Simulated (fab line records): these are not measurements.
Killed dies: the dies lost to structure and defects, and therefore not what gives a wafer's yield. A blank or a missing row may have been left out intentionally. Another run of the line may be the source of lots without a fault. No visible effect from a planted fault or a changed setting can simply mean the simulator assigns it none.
A lot that was struck, set against a sound lot + flow sky130 + 16 steps out of a route of 708
Sound: the wafers L687.1, L687.2, L687.3. Wafers struck: L680.3, L680.5, L680.6. The cause comes at the end.
Order at every step that has rows: each side's tool, ch and its chambers, its first start. Under that, the readings that differ: sound wafers + struck wafers + difference of the means + sigmas: that difference in standard deviations of wafers without a fault.
alike: same words and numbers on both sides, and readings whose means sit less than 2 such deviations apart. not compared: any withheld reading, any reading some wafer has no value for, any bound like >300 that may hide the same value, and any number with overlapping values for which the record gives no deviation.
A row with sigmas, a row that says differs or no value, or rows on one side alone: a step with any of these is where the two part. Numbers that don't overlap but have no deviation are shown without sigmas and don't part them. A reading that every wafer of one side lacks parts them only if that side has two wafers or more.

SKY_GATE_OXIDE_TW_MEAS_14:
  sound on film metro-01 at day 21 07:05; struck on film metro-04 at day 18 03:31
  alike: GATE_OXIDE_TW
then, 3 steps without rows for these wafers: SKY_GATE_OXIDE_CLEAN_15 (cleans in SC1/SC2, time 150 s); SKY_GATE_OXIDE_OXIDATION_16 (stabilise 600 s, purge 300 s, target thk 3.57 nm); SKY_POLY_GATE_CVD_00 (deposits poly-Si, target thk 180 nm, time 720 s).
SKY_POLY_GATE_THK_MEAS_01:
  sound on film metro-02 at day 21 10:02; struck on film metro-02 at day 18 06:37
  alike: POLY_GATE_CVD_00_THK
then, 7 steps without rows for these wafers: SKY_RES_PROTECT_DEHYDRATE_00 (time 60 s); SKY_RES_PROTECT_HMDS_01 (prime time 60 s); SKY_RES_PROTECT_COAT_02 (resist thk 1140 nm); SKY_RES_PROTECT_SOFTBAKE_03 (time 60 s); SKY_RES_PROTECT_EXPOSE_04 (exposes mask RPM, target cd 1270 nm); SKY_RES_PROTECT_PEB_05; SKY_RES_PROTECT_DEVELOP_06 (develop time 60 s).
SKY_POLY_GATE_IMPLANT_02:
  sound on implanter-02 ch 0, day 22 15:13; struck on implanter-03 ch 0, day 19 13:08
| reading       | sound                         | struck                        | difference | sigmas      |
|---------------|-------------------------------|-------------------------------|------------|-------------|
| dose ions cm2 | 7.697e+15 7.685e+15 7.693e+15 | 8.584e+15 8.566e+15 8.572e+15 | +8.823e+14 | +99 or more |
  alike: faraday current uA
SKY_RES_PROTECT_STRIP_07: strips in O2/N2.
  sound on plasma asher-03 ch 0,1, day 22 15:22; struck on plasma asher-03 ch 0,1, day 19 13:16
| reading                      | sound             | struck            | difference | sigmas |
|------------------------------|-------------------|-------------------|------------|--------|
| oes product au (a.u.)        | 0.517 0.520 0.522 | 0.512 0.510 0.509 | -0.009     | -2     |
| strip time to endpoint s (s) | 23.27 23.30 23.35 | 23.72 23.76 23.76 | +0.44      | +10    |
  alike: drypump motor current A
  not compared: rf hours counter h
SKY_RES_PROTECT_TW_MEAS_08:
  sound on film metro-04 at day 22 15:28; struck on film metro-04 at day 19 13:21
  alike: POLY_GATE_TW
-- the record jumps here: 29 days lie between the struck wafers' starts before and after (it left off in module RES_PROTECT and takes up again in module PAD_OPEN, whose first step shown is number 708 of the route) --
SKY_PAD_OPEN_PROBE_99:
  sound on prober-01 at day 50 13:37; struck on prober-01 at day 48 19:55
| reading                          | sound             | struck            | difference | sigmas |
|----------------------------------|-------------------|-------------------|------------|--------|
| killed at contacts               | 34 28 33          | 19 16 19          | -14        | -3     |
| killed at front end              | 15 7 16           | 25 16 27          | +10        | +2     |
| model.etest.res poly.line ohm um | 496.6 491.3 494.6 | 474.4 467.9 461.6 | -26.2      |        |
| model.etest.licon poly.rc ohm    | 142.4 148.8 147.4 | 136.6 127.8 136.2 | -12.7      |        |
| model.etest.res poly.rs ohm sq   | 47.01 46.83 47.16 | 44.22 44.65 44.3  | -2.61      |        |
  alike: killed_at_M0_to_M3, killed_at_M4_up, killed at other, killed dies, killed open, killed short

== WHERE THEY PART ==
At SKY_POLY_GATE_IMPLANT_02 first; at SKY_PAD_OPEN_PROBE_99 last (within this record only).

WHY: what the simulator had put in
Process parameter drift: implanter-03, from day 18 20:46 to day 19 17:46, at SKY_POLY_GATE_IMPLANT_02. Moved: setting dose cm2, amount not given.
